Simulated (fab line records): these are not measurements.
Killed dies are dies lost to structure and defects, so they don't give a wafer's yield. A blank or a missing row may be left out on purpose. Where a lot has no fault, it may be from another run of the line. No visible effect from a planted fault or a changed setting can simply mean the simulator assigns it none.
fab line records	flow gf180mcu
[record] lots = 11	wafers = 32	last-day = 34
route steps=602 shown V3@443 TOP_METAL@569
lots that met no fault: from a run of the same line without faults
start-h: hours from the record's opening day to when the first of the lot's shown wafers began	wait-h: time in hours since the lot's previous step	" repeats the value in the row above	L1.1+2: a single row standing in for several wafers	- no value, or no start given	* or withheld: withheld	< > ~ a bound
route shown NAME@n: NAME is a module with steps in the file, n the number in the route of the first one	usual: average and standard deviation across the fault-free wafers	same: alike in all rows	chamber/n: place in a boat	sites: readings site by site	_std_site: their standard deviation	_edge_site: mean of outer sites minus mean of inner sites	radius-mm: how far each site lies from the wafer's centre	mask NAME#n: copy n	behind: the tool/chamber that last shaped the wafer	hold: why the lot was held/for how many hours/how that ended	device: the n, p or np transistor that did not switch	end of line: the route-end tests of the same wafers	a step without rows: its recipe alone	killed: count of dies lost to structure and defects at first sort (not the wafer's yield)	map: per-die view of a wafer (x killed, . not killed, _ where there is no die)
set.NAME: setting as actually run; set.NAME@STEP: the setting as run at that earlier step	model.NAME: the simulator's own value behind a step, which no gauge read
the route's steps for a sample of lots (tables are steps, rows are wafers)
services: from which hour (start-h, from the record's first day; less than 0 if before it) a tool's chamber was out of use, for how many hours, and why
[[steps]]
[step GF_V3_CD_MEAS_14]
[recipe] target-cd-nm = 260
[usual] cd-nm = 260.3/1.3
lot.wafer	tool	chamber	start-h	wait-h	cd-nm
L758.2	cd-sem-01	-	522.82	0.1	258.5
L758.3	"	-	"	"	258.7
L758.4	"	-	"	"	257.9
L761.1	cd-sem-01	-	548.36	0.1	261.0
L761.2	"	-	"	"	260.4
L761.4	"	-	"	"	261.0
L762.1	cd-sem-01	-	556.82	0.1	258.4
L762.4	"	-	"	"	259.5
L762.5	"	-	"	"	258.8
L764.1	cd-sem-02	-	582.73	0.1	259.6
L764.5	"	-	"	"	259.7
L764.6	"	-	"	"	259.7
L766.1	cd-sem-01	-	590.47	0.1	263.2
L766.2	"	-	"	"	262.3
L766.3	"	-	"	"	261.5
L768.1	cd-sem-02	-	612.16	0.1	258.6
L768.4	"	-	"	"	260.9
L768.6	"	-	"	"	258.3
L770.2	cd-sem-02	-	620.58	0.1	258.9
L770.5	"	-	"	"	261.1
L770.6	"	-	"	"	259.8
L773.2	cd-sem-02	-	637.64	0.1	260.4
L773.3	"	-	"	"	260.7
L773.6	"	-	"	"	260.7
L775.2	cd-sem-01	-	655.99	0.1	262.0
L775.5	"	-	"	"	263.1
L775.6	"	-	"	"	262.2
L779.4	cd-sem-02	-	681.97	0.1	258.0
L779.5	"	-	"	"	259.1
L780.3	cd-sem-01	-	687.85	0.1	261.1
L780.5	"	-	"	"	259.7
L780.6	"	-	"	"	260.0
[step GF_V3_STRIP_18]
[recipe] chemistry = O2/N2	power-w = 1400	pressure-mtorr = 1500	platen-temp-c = 250	o2-flow-sccm = 3000	n2-flow-sccm = 300	overash-fraction = 0.5
[usual] drypump-motor-current-A = 5.8/0.45	heater-power-w = 319/27	oes-product-au = 0.592/0.0047
lot.wafer	tool	chamber	start-h	wait-h	drypump-motor-current-A	heater-power-w	oes-product-au	rf-hours-counter-h
L758.2	plasma-asher-02	1	523.09	-	5.7	348	0.593	73
L758.3	"	0	"	"	6.2	351	0.601	-
L758.4	"	1	"	"	5.7	351	0.588	-
L761.1	plasma-asher-01	1	548.64	-	6.5	311	0.585	46
L761.2	"	0	"	"	5.8	304	0.596	46
L761.4	"	1	"	"	6.6	315	0.598	-
L762.1	plasma-asher-01	1	557.11	-	6.6	312	0.595	47
L762.4	"	0	"	"	5.8	306	0.589	-
L762.5	"	0	"	"	5.8	306	0.587	-
L764.1	plasma-asher-02	0	583.01	-	6.2	361	0.596	80
L764.5	"	1	"	"	5.7	358	0.594	-
L764.6	"	0	"	"	6.2	362	0.593	-
L766.1	plasma-asher-02	0	590.76	-	6.2	350	0.589	81
L766.2	"	1	"	"	5.7	346	0.600	81
L766.3	"	0	"	"	6.2	357	0.596	-
L768.1	plasma-asher-01	1	612.51	-	6.5	324	0.590	53
L768.4	"	0	"	"	5.8	301	0.591	-
L768.6	"	0	"	"	5.7	296	0.596	-
L770.2	plasma-asher-01	0	620.84	-	5.7	311	0.594	54
L770.5	"	0	"	"	5.8	310	0.591	-
L770.6	"	1	"	"	6.6	310	0.595	-
L773.2	plasma-asher-01	1	637.91	-	6.6	302	0.589	56
L773.3	"	1	"	"	6.6	314	0.591	-
L773.6	"	0	"	"	5.8	311	0.580	-
L775.2	plasma-asher-04	0	656.26	-	5.5	321	0.586	21
L775.5	"	1	"	"	5.3	277	0.589	-
L775.6	"	0	"	"	5.5	331	0.589	-
L779.4	plasma-asher-04	1	682.22	-	5.2	273	0.593	-
L779.5	"	1	"	"	5.3	275	0.590	-
L780.3	plasma-asher-04	1	688.12	-	5.2	279	0.584	-
L780.5	"	1	"	"	5.2	274	0.592	-
L780.6	"	0	"	"	5.5	326	0.594	-
[step GF_TOP_METAL_SPUTTER_02]
[recipe] material = AlCu	target-thk-nm = 900	power-w = 10600	chamber-pressure-pa = 0.3	substrate-temp-c = 250	gas = Ar	time-s = 47.82
[usual] cathode-dc-power-W = 10600/2	throttle-valve-pct = 30.0/1.4
lot.wafer	tool	chamber	start-h	wait-h	cathode-dc-power-W	throttle-valve-pct
L758.2	pvd-sputter-01	-	639.99	0.0	10603	29.3
L758.3	"	-	"	"	10601	26.9
L758.4	"	-	"	"	10600	31.3
L761.1	pvd-sputter-03	-	662.24	0.0	10596	28.9
L761.2	"	-	"	"	10598	28.6
L761.4	"	-	"	"	10601	31.0
L762.1	pvd-sputter-01	-	667.73	0.0	10602	29.6
L762.4	"	-	"	"	10602	31.4
L762.5	"	-	"	"	10600	29.6
L764.1	pvd-sputter-03	-	692.16	0.0	11091	31.2
L764.5	"	-	"	"	11090	29.3
L764.6	"	-	"	"	11092	30.9
L766.1	pvd-sputter-03	-	698.70	0.0	11089	29.6
L766.2	"	-	"	"	11093	28.4
L766.3	"	-	"	"	11089	31.2
L768.1	pvd-sputter-01	-	716.10	0.0	10599	31.6
L768.4	"	-	"	"	10600	31.0
L768.6	"	-	"	"	10600	27.0
L770.2	pvd-sputter-03	-	724.95	0.0	11088	29.0
L770.5	"	-	"	"	11093	28.6
L770.6	"	-	"	"	11092	29.8
L773.2	pvd-sputter-04	-	739.63	0.0	10598	30.6
L773.3	"	-	"	"	10600	32.4
L773.6	"	-	"	"	10600	30.4
L775.2	pvd-sputter-01	-	753.82	0.0	10601	27.2
L775.5	"	-	"	"	10601	31.5
L775.6	"	-	"	"	10599	30.9
L779.4	pvd-sputter-01	-	777.74	0.0	10596	31.5
L779.5	"	-	"	"	10600	29.4
L780.3	pvd-sputter-03	-	782.42	0.0	10600	31.2
L780.5	"	-	"	"	10598	31.1
L780.6	"	-	"	"	10602	29.0
[step GF_TOP_METAL_RS_MEAS_05]
[recipe] thk-meas-gauge = four-point-probe	reads = TiN_of_TOP_METAL_SPUTTER_04+Ti_of_TOP_METAL_SPUTTER_03+AlCu_of_TOP_METAL_SPUTTER_02+TiN_of_TOP_METAL_SPUTTER_01+Ti_of_TOP_METAL_SPUTTER_00
[usual] TOP_METAL_ALCU_RS = 0.0327/0.00041
lot.wafer	tool	chamber	start-h	wait-h	hold	TOP_METAL_ALCU_RS[ohm/sq]
L758.2	film-metro-04	-	640.10	0.0	-	0.0325
L758.3	"	-	"	"	-	0.0323
L758.4	"	-	"	"	-	0.0328
L761.1	film-metro-04	-	662.33	0.0	-	0.0327
L761.2	"	-	"	"	-	0.0325
L761.4	"	-	"	"	-	0.0325
L762.1	film-metro-03	-	667.82	0.0	-	0.0326
L762.4	"	-	"	"	-	0.0331
L762.5	"	-	"	"	-	0.0324
L764.1	film-metro-03	-	692.25	0.0	await-dispo/0.2h/release	0.0310
L764.5	"	-	"	"	await-dispo/0.2h/release	0.0312
L764.6	"	-	"	"	await-dispo/0.2h/release	0.0310
L764.1	film-metro-03	-	692.54	0.3	-	0.0310
L764.5	"	-	"	"	-	0.0313
L764.6	"	-	"	"	-	0.0310
L766.1	film-metro-04	-	698.79	0.0	await-dispo/0.2h/release	0.0314
L766.2	"	-	"	"	await-dispo/0.2h/release	0.0314
L766.3	"	-	"	"	await-dispo/0.2h/release	0.0309
L766.1	film-metro-04	-	699.07	0.3	-	0.0314
L766.2	"	-	"	"	-	0.0314
L766.3	"	-	"	"	-	0.0309
L768.1	film-metro-03	-	716.19	0.0	-	0.0328
L768.4	"	-	"	"	-	0.0327
L768.6	"	-	"	"	-	0.0328
L770.2	film-metro-04	-	725.06	0.0	await-dispo/0.2h/release	0.0309
L770.5	"	-	"	"	await-dispo/0.2h/release	0.0309
L770.6	"	-	"	"	await-dispo/0.2h/release	0.0306
L770.2	film-metro-04	-	725.34	0.3	-	0.0309
L770.5	"	-	"	"	-	0.0309
L770.6	"	-	"	"	-	0.0306
L773.2	film-metro-03	-	739.74	0.0	-	0.0331
L773.3	"	-	"	"	-	0.0326
L773.6	"	-	"	"	-	0.0325
L775.2	film-metro-04	-	753.93	0.0	-	0.0328
L775.5	"	-	"	"	-	0.0326
L775.6	"	-	"	"	-	0.0327
L779.4	film-metro-04	-	777.89	0.1	-	0.0324
L779.5	"	-	"	"	-	0.0321
L780.3	film-metro-02	-	782.55	0.1	-	0.0322
L780.5	"	-	"	"	-	0.0325
L780.6	"	-	"	"	-	0.0325
[step GF_TOP_METAL_THK_MEAS_06]
[recipe] thk-meas-gauge = xrf	reads = AlCu_of_TOP_METAL_SPUTTER_02
[usual] TOP_METAL_ALCU_THK = 893/12
lot.wafer	tool	chamber	start-h	wait-h	hold	TOP_METAL_ALCU_THK[nm]
L758.2	film-metro-04	-	640.21	0.1	-	904
L758.3	"	-	"	"	-	907
L758.4	"	-	"	"	-	893
L761.1	film-metro-04	-	662.45	0.1	-	888
L761.2	"	-	"	"	-	903
L761.4	"	-	"	"	-	896
L762.1	film-metro-03	-	667.94	0.1	-	895
L762.4	"	-	"	"	-	882
L762.5	"	-	"	"	-	893
L764.1	film-metro-03	-	695.33	2.8	await-dispo/0.2h/release	932
L764.5	"	-	"	"	await-dispo/0.2h/release	924
L764.6	"	-	"	"	await-dispo/0.2h/release	927
L764.1	film-metro-03	-	695.64	0.3	-	935
L764.5	"	-	"	"	-	920
L764.6	"	-	"	"	-	924
L766.1	film-metro-04	-	703.06	4.0	await-dispo/0.2h/release	927
L766.2	"	-	"	"	await-dispo/0.2h/release	937
L766.3	"	-	"	"	await-dispo/0.2h/release	947
L766.1	film-metro-04	-	703.29	0.2	-	934
L766.2	"	-	"	"	-	930
L766.3	"	-	"	"	-	947
L768.1	film-metro-03	-	716.31	0.1	-	885
L768.4	"	-	"	"	-	889
L768.6	"	-	"	"	-	884
L770.2	film-metro-04	-	727.94	2.6	await-dispo/0.2h/release	943
L770.5	"	-	"	"	await-dispo/0.2h/release	949
L770.6	"	-	"	"	await-dispo/0.2h/release	953
L770.2	film-metro-04	-	728.16	0.2	-	945
L770.5	"	-	"	"	-	944
L770.6	"	-	"	"	-	953
L773.2	film-metro-03	-	739.85	0.1	-	878
L773.3	"	-	"	"	-	891
L773.6	"	-	"	"	-	888
L775.2	film-metro-04	-	754.04	0.1	-	895
L775.5	"	-	"	"	-	893
L775.6	"	-	"	"	-	900
L779.4	film-metro-04	-	777.98	0.1	-	902
L779.5	"	-	"	"	-	909
L780.3	film-metro-02	-	782.65	0.1	-	896
L780.5	"	-	"	"	-	891
L780.6	"	-	"	"	-	893
[step GF_TOP_METAL_OVL_MEAS_15]
[usual] TOP_METAL_OVL = -0.3/2.3
lot.wafer	tool	chamber	start-h	wait-h	TOP_METAL_OVL[nm]
L758.2	overlay-01	-	660.03	0.1	-1.5
L758.3	"	-	"	"	-3.6
L758.4	"	-	"	"	-1.2
L761.1	overlay-01	-	681.82	0.1	0.7
L761.2	"	-	"	"	-0.8
L761.4	"	-	"	"	1.3
L762.1	overlay-02	-	686.99	0.1	-1.5
L762.4	"	-	"	"	-1.2
L762.5	"	-	"	"	-1.3
L764.1	overlay-01	-	711.87	0.1	-0.4
L764.5	"	-	"	"	-3.4
L764.6	"	-	"	"	-1.4
L766.1	overlay-02	-	716.72	0.1	3.3
L766.2	"	-	"	"	0.8
L766.3	"	-	"	"	0.6
L768.1	overlay-01	-	733.82	0.1	1.8
L768.4	"	-	"	"	3.3
L768.6	"	-	"	"	2.9
L770.2	overlay-02	-	742.93	0.1	0.8
L770.5	"	-	"	"	0.3
L770.6	"	-	"	"	2.2
L773.2	overlay-02	-	755.98	0.1	-0.9
L773.3	"	-	"	"	-2.2
L773.6	"	-	"	"	-3.3
L775.2	overlay-01	-	769.93	0.1	-0.3
L775.5	"	-	"	"	-0.5
L775.6	"	-	"	"	1.1
L779.4	overlay-02	-	792.89	0.1	2.1
L779.5	"	-	"	"	0.7
L780.3	overlay-01	-	797.88	0.1	-2.8
L780.5	"	-	"	"	-3.0
L780.6	"	-	"	"	-6.2
[[services]]
tool	chamber	start-h	hours	kind
pvd-sputter-03	-	505.69	6.0	repair
pvd-sputter-04	0	539.96	-	consumable-replace:kit
pvd-sputter-04	0	539.96	18.0	scheduled-down
pvd-sputter-04	0	539.96	18.0	vent-cycle
pvd-sputter-04	-	558.92	3.4	repair
pvd-sputter-01	-	578.94	13.9	repair
plasma-asher-04	-	597.00	13.2	repair
pvd-sputter-01	0	609.46	-	consumable-replace:kit
pvd-sputter-01	0	609.46	18.0	scheduled-down
pvd-sputter-01	0	609.46	18.0	vent-cycle
pvd-sputter-03	2	619.08	-	consumable-replace:kit
pvd-sputter-03	2	619.08	18.0	scheduled-down
pvd-sputter-03	2	619.08	18.0	vent-cycle
pvd-sputter-04	3	654.63	-	consumable-replace:kit
pvd-sputter-04	3	654.63	18.0	scheduled-down
pvd-sputter-04	3	654.63	18.0	vent-cycle
pvd-sputter-01	-	670.82	4.9	repair
plasma-asher-01	-	671.85	1.4	repair
pvd-sputter-03	-	678.30	2.3	repair
plasma-asher-02	-	687.28	0.5	repair
pvd-sputter-01	-	727.89	5.4	repair
pvd-sputter-01	3	733.68	-	consumable-replace:kit
pvd-sputter-01	3	733.68	18.0	scheduled-down
pvd-sputter-01	3	733.68	18.0	vent-cycle
[[key]]
[first-sign] step = GF_TOP_METAL_SPUTTER_02	reading = cathode-dc-power-W	direction = up	sigmas = 99+	usual = 10600	struck = 11091
[effect] step = GF_TOP_METAL_RS_MEAS_05	reading = visit	direction = added
[effect] step = GF_TOP_METAL_THK_MEAS_06	reading = visit	direction = added
met-at GF_TOP_METAL_SPUTTER_02
struck-lots L764,L766,L770
not-acting-at GF_V3_CD_MEAS_14,GF_V3_STRIP_18,GF_TOP_METAL_OVL_MEAS_15
onset-between 662.24 692.16
[fault] kind = process-parameter-drift	tool = pvd-sputter-03	chamber = -	onset-h = 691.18	steps = GF_TOP_METAL_SPUTTER_02	channel = power-w	offset = 490.41	shape = step	end-h = 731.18	acts-in = these-recipes-only	stated = 10600
